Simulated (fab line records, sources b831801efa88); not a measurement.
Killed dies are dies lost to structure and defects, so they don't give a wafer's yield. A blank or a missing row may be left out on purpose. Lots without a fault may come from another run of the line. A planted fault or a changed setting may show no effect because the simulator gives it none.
Which tool did it? | flow sky130 | 11 lots, 33 wafers sampled, at 3 steps of a route of 708

WHAT THE GAUGES READ, wafer by wafer
SKY_VIA4_RS_MEAS_19: measures by four-point-probe. Usual: VIA4_W_RS 0.2254 ohm/sq, standard deviation 0.0023.
lot  | measured     | on            | VIA4_W_RS (ohm/sq)   | flag
L846 | day 43 06:32 | film_metro-01 | 0.2247 0.2221 0.2264 |
L851 | day 45 14:56 | film_metro-01 | 0.2266 0.2261 0.2266 |
L853 | day 46 01:59 | film_metro-01 | 0.2240 0.2235 0.2219 |
L857 | day 46 07:20 | film_metro-02 | 0.2214 0.2265 0.2270 |
L856 | day 46 10:09 | film_metro-02 | 0.2237 0.2204 0.2218 |
L859 | day 46 15:09 | film_metro-02 | 0.2256 0.2243 0.2270 |
L858 | day 46 23:36 | film_metro-01 | 0.2228 0.2238 0.2203 |
L863 | day 48 00:44 | film_metro-02 | 0.2270 0.2291 0.2279 |
L866 | day 48 06:27 | film_metro-02 | 0.2241 0.2243 0.2261 |
L868 | day 48 22:06 | film_metro-01 | 0.2264 0.2277 0.2275 |
L869 | day 49 01:43 | film_metro-04 | 0.2232 0.2249 0.2261 |

SKY_METAL5_RS_MEAS_05: measures by four-point-probe. Usual: METAL5_ALCU_RS 0.0270 ohm/sq, standard deviation 0.00036.
lot  | measured     | on            | METAL5_ALCU_RS (ohm/sq) | flag
L846 | day 43 07:25 | film_metro-03 | 0.0269 0.0275 0.0270    |
L851 | day 45 15:34 | film_metro-03 | 0.0267 0.0270 0.0267    |
L853 | day 46 04:19 | film_metro-01 | 0.0266 0.0271 0.0269    |
L857 | day 46 08:13 | film_metro-02 | 0.0269 0.0271 0.0267    |
L856 | day 46 10:47 | film_metro-01 | 0.0276 0.0276 0.0274    |
L859 | day 46 15:48 | film_metro-02 | 0.0260 0.0263 0.0259    |
L858 | day 47 02:05 | film_metro-01 | 0.0267 0.0269 0.0271    |
L863 | day 48 02:02 | film_metro-03 | 0.0276 0.0275 0.0269    |
L866 | day 48 07:07 | film_metro-03 | 0.0267 0.0269 0.0270    |
L868 | day 48 22:46 | film_metro-03 | 0.0268 0.0270 0.0271    |
L869 | day 49 02:53 | film_metro-01 | 0.0271 0.0267 0.0272    |

WHICH TOOL RAN EACH LOT (tool, then ch and the chambers of the sampled wafers, then the start)
lot  | SKY_METAL5_SPUTTER_02
L846 | pvd_sputter-03, day 43 07:16
L851 | pvd_sputter-03, day 45 15:26
L853 | pvd_sputter-03, day 46 04:10
L857 | pvd_sputter-04, day 46 08:04
L856 | pvd_sputter-04, day 46 10:39
L859 | pvd_sputter-02, day 46 15:40
L858 | pvd_sputter-03, day 47 01:56
L863 | pvd_sputter-03, day 48 01:55
L866 | pvd_sputter-02, day 48 06:59
L868 | pvd_sputter-02, day 48 22:39
L869 | pvd_sputter-02, day 49 02:43
- SKY_METAL5_SPUTTER_02: material AlCu, target thk 1150 nm, time 61.2 s.

WHAT THE TOOLS THEMSELVES READ (means of the sampled wafers that have a number; where no wafer has one, the mark that the record gives instead)
SKY_METAL5_SPUTTER_02. Usual: throttle_valve_pct 30.2 %, standard deviation 1.3.
lot  | tool           | throttle_valve_pct (%) | flag
L846 | pvd_sputter-03 | 29.6                   |
L851 | pvd_sputter-03 | 29.3                   |
L853 | pvd_sputter-03 | 29.2                   |
L857 | pvd_sputter-04 | 30.5                   |
L856 | pvd_sputter-04 | 29.8                   |
L859 | pvd_sputter-02 | 30.6                   |
L858 | pvd_sputter-03 | 29.8                   |
L863 | pvd_sputter-03 | 30.7                   |
L866 | pvd_sputter-02 | 30.2                   |
L868 | pvd_sputter-02 | 30.7                   |
L869 | pvd_sputter-02 | 31.4                   |

THE ANSWER, worked out from the rows above alone
Rule: a lot is off if the mean of its wafers that have a number lies more than 3 standard deviations from the usual mean. A lot without any number at a reading at which 4 lots or more have one is off too. The other lots that the step has rows for count as sound. The gauges are gone through in route order, then the tools' own readings, and for those a lot's mean is taken as printed above. The first step at which some lot is off is used, and at that step the reading that is off furthest; a lot without a number counts as furthest.
No lot is off at any reading shown: from this, nothing can be told.

WHAT THE SIMULATOR HAD PUT IN
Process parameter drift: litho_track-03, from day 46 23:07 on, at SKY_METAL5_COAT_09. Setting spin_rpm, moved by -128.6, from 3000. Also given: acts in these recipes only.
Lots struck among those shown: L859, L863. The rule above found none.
